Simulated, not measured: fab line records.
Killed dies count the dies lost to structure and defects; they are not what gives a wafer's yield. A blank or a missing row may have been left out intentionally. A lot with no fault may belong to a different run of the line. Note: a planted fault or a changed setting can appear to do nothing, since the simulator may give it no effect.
Which of the tools did it? ; flow sky130 ; 33 wafers from 11 lots sampled at 7 of the route's 708 steps

## WHAT THE GAUGES SHOWED, per wafer
SKY_CONTACT_RS_MEAS_25: uses a four-point probe to measure.
lot;measured;on;CONTACT_W_RS (ohm/sq)
L491;day 32 07:29;film-metro-02;0.330 0.333 0.325
L492;day 32 08:17;film-metro-04;0.347 0.345 0.342
L493;day 32 20:17;film-metro-02;0.332 0.335 0.337
L497;day 35 04:13;film-metro-04;0.343 0.332 0.337
L499;day 35 06:29;film-metro-02;0.342 0.332 0.338
L501;day 35 11:38;film-metro-02;0.340 0.342 0.342
L502;day 35 20:35;film-metro-02;0.331 0.331 0.331
L503;day 36 05:55;film-metro-04;0.343 0.336 0.332
L504;day 36 16:16;film-metro-02;0.338 0.343 0.349
L505;day 36 16:43;film-metro-01;0.335 0.477 0.332
L507;day 37 02:38;film-metro-02;0.336 0.470 0.477

SKY_CONTACT_THK_MEAS_26: measures by xrf.
lot;measured;on;CONTACT_W_THK (nm)
L491;day 32 07:35;film-metro-02;332 330 341
L492;day 32 08:24;film-metro-04;321 321 322
L493;day 32 20:25;film-metro-02;329 330 326
L497;day 35 04:20;film-metro-04;321 332 329
L499;day 35 06:37;film-metro-02;323 336 326
L501;day 35 11:44;film-metro-02;326 325 325
L502;day 35 20:43;film-metro-02;336 335 335
L503;day 36 06:02;film-metro-04;325 330 335
L504;day 36 16:23;film-metro-02;327 323 320
L505;day 36 16:49;film-metro-01;331 235 337
L507;day 37 02:45;film-metro-02;330 240 234

SKY_VIA1_CD_MEAS_12: the cd target is 150 nm.
lot;measured;on;cd-nm (nm)
L491;day 34 14:36;cd-sem-02;149.5 149.7 150.1
L492;day 34 15:40;cd-sem-02;148.2 150.4 149.7
L493;day 35 03:29;cd-sem-02;148.4 148.0 150.3
L497;day 37 10:44;cd-sem-02;149.1 149.1 148.5
L499;day 37 12:55;cd-sem-02;151.5 152.5 152.3
L501;day 37 17:27;cd-sem-01;149.1 150.4 151.3
L502;day 38 00:20;cd-sem-02;149.6 149.6 149.3
L503;day 38 11:10;cd-sem-02;147.9 147.8 148.2
L504;day 38 21:23;cd-sem-01;151.1 149.3 150.8
L505;day 38 21:46;cd-sem-02;151.1 150.2 151.0
L507;day 39 07:51;cd-sem-01;150.9 150.4 148.2

## WHICH TOOL RAN EACH LOT (tool, then ch and the chambers of the sampled wafers, then the start)
lot;SKY_CONTACT_ETCH_18;SKY_CONTACT_CVD_24;SKY_CONTACT_CMP_27;SKY_VIA1_CMP_02
L491;rie-diel-04 ch 1,2,3, day 32 07:21 or earlier;cvd-w-02 ch 0,1, day 32 07:21;cmp-01 ch 2,3, day 32 07:38;cmp-01 ch 0,1, day 33 11:47
L492;rie-diel-02 ch 1,2, day 32 08:10 or earlier;cvd-w-01 ch 0,1, day 32 08:10;cmp-01 ch 0,1,3, day 32 08:40;cmp-01 ch 0,1,3, day 33 12:59
L493;rie-diel-04 ch 1,3, day 32 20:11 or earlier;cvd-w-02 ch 0,1, day 32 20:11;cmp-01 ch 1,2, day 32 20:28;cmp-01 ch 0,1, day 34 00:56
L497;rie-diel-04 ch 1,3, day 35 04:06 or earlier;cvd-w-02 ch 0,1, day 35 04:06;cmp-02 ch 1,2, day 35 04:23;cmp-01 ch 0,2,3, day 36 08:41
L499;rie-diel-03 ch 0,1,3, day 35 06:23 or earlier;cvd-w-02 ch 0,1, day 35 06:23;cmp-01 ch 1,3, day 35 06:43;cmp-01 ch 0,2,3, day 36 11:04
L501;rie-diel-04 ch 0,3, day 35 11:30 or earlier;cvd-w-02 ch 1, day 35 11:30;cmp-02 ch 1,3, day 35 11:50;cmp-01 ch 0,1,2, day 36 15:19
L502;rie-diel-02 ch 0,1,3, day 35 20:29 or earlier;cvd-w-02 ch 0,1, day 35 20:29;cmp-01 ch 0,1,2, day 35 20:46;cmp-01 ch 0,1,2, day 36 23:30
L503;rie-diel-04 ch 0,1, day 36 05:49 or earlier;cvd-w-01 ch 0,1, day 36 05:49;cmp-02 ch 0,1,3, day 36 06:06;cmp-01 ch 2,3, day 37 09:19
L504;rie-diel-04 ch 2,3, day 36 16:09 or earlier;cvd-w-01 ch 0,1, day 36 16:09;cmp-01 ch 1,2,3, day 36 16:29;cmp-02 ch 1,2,3, day 37 20:04
L505;rie-diel-02 ch 0,2,3, day 36 16:37 or earlier;cvd-w-02 ch 0,1, day 36 16:37;cmp-01 ch 0,2,3, day 36 17:01;cmp-01 ch 0,1, day 37 20:08
L507;rie-diel-03 ch 1,2, day 37 02:31 or earlier;cvd-w-02 ch 0,1, day 37 02:31;cmp-01 ch 0,2, day 37 02:48;cmp-02 ch 0,3, day 38 06:33
- SKY_CONTACT_ETCH_18: etches Si3N4 in CHF3/O2, stops on TiN, time 39 s, target depth 75 nm.
- SKY_CONTACT_CVD_24: deposits W, target thk 340 nm, time 102.12 s.
- SKY_CONTACT_CMP_27: polishes, stops on SiO2, t overpolish 15 s, target thk 0 nm.
- SKY_VIA1_CMP_02: polishes SiO2.

## AS READ BY THE TOOLS THEMSELVES (means over the sampled wafers that have a number; for cases with no such wafer, the mark the record gives instead)
SKY_CONTACT_ETCH_18.
lot;tool;drypump-motor-current-A (A);oes-product-au (a.u.);throttle-valve-pct (%)
L491;rie-diel-04;5.5;0.855;8.789
L492;rie-diel-02;5.7;0.860;8.792
L493;rie-diel-04;5.4;0.854;8.791
L497;rie-diel-04;5.4;0.849;8.785
L499;rie-diel-03;6.2;0.860;8.799
L501;rie-diel-04;5.1;0.847;8.789
L502;rie-diel-02;5.7;0.847;8.791
L503;rie-diel-04;5.4;0.851;8.797
L504;rie-diel-04;5.7;0.848;8.792
L505;rie-diel-02;5.8;0.858;8.792
L507;rie-diel-03;6.2;0.860;8.788

SKY_CONTACT_CVD_24.
lot;tool;heater-power-w (W)
L491;cvd-w-02;838
L492;cvd-w-01;890
L493;cvd-w-02;875
L497;cvd-w-02;883
L499;cvd-w-02;866
L501;cvd-w-02;794
L502;cvd-w-02;843
L503;cvd-w-01;887
L504;cvd-w-01;900
L505;cvd-w-02;888
L507;cvd-w-02;841

SKY_CONTACT_CMP_27.
lot;tool;motor-current-A (A);time-to-endpoint-s (s)
L491;cmp-01;11.7;89
L492;cmp-01;10.5;81
L493;cmp-01;12.8;85
L497;cmp-02;11.2;83
L499;cmp-01;10.0;80
L501;cmp-02;12.8;80
L502;cmp-01;12.1;82
L503;cmp-02;11.4;83
L504;cmp-01;11.3;80
L505;cmp-01;10.9;72
L507;cmp-01;12.3;68

SKY_VIA1_CMP_02.
lot;tool;motor-current-A (A)
L491;cmp-01;13.1
L492;cmp-01;11.8
L493;cmp-01;12.6
L497;cmp-01;11.4
L499;cmp-01;11.8
L501;cmp-01;13.6
L502;cmp-01;13.3
L503;cmp-01;12.6
L504;cmp-02;13.1
L505;cmp-01;13.2
L507;cmp-02;12.4

## THE ANSWER, worked out from the rows above alone
Rule: usual is defined by the lots themselves. The widest of any qualifying gaps counts: lots, ordered by their means at a reading, are off when they make up no more than a third of the lots, leave a main group of 4 or more, and stand apart from it by 3 or more times the standard deviation of that group's means. A main group whose means are all the same, to the digits that the tables above print for the reading, isn't used. Also off: a lot with no number at a reading for which 4 or more lots have one. The other lots that the step has rows for count as sound. The gauges are gone through in route order, then the tools' own readings, and for those a lot's mean is taken as printed above. The first step at which some lot is off is used, and at that step the reading that is off furthest; a lot without a number counts as furthest.
Off: L505, L507, at SKY_CONTACT_RS_MEAS_25 (CONTACT_W_RS). The main group: mean 0.337 ohm/sq, standard deviation 0.0049.
If a tool, at a process step before that reading, ran all the lots that are off and no sound lot after the first of them, it fits. Those tools and the gauges at SKY_CONTACT_RS_MEAS_25 are tried in the same way. With no start given for some of its lots, SKY_CONTACT_ETCH_18 uses the hours and lot order of SKY_CONTACT_CVD_24. One fits: SKY_CONTACT_CVD_24 on cvd-w-02. A fault onset in the window from L502 (day 35 20:29, its last sound lot) to L505 (day 36 16:37, its first lot off) fits.

## WHAT HAD BEEN PUT IN BY THE SIMULATOR
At SKY_CONTACT_CVD_24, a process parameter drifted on cvd-w-02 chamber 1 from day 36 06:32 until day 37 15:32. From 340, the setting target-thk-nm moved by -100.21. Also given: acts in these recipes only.
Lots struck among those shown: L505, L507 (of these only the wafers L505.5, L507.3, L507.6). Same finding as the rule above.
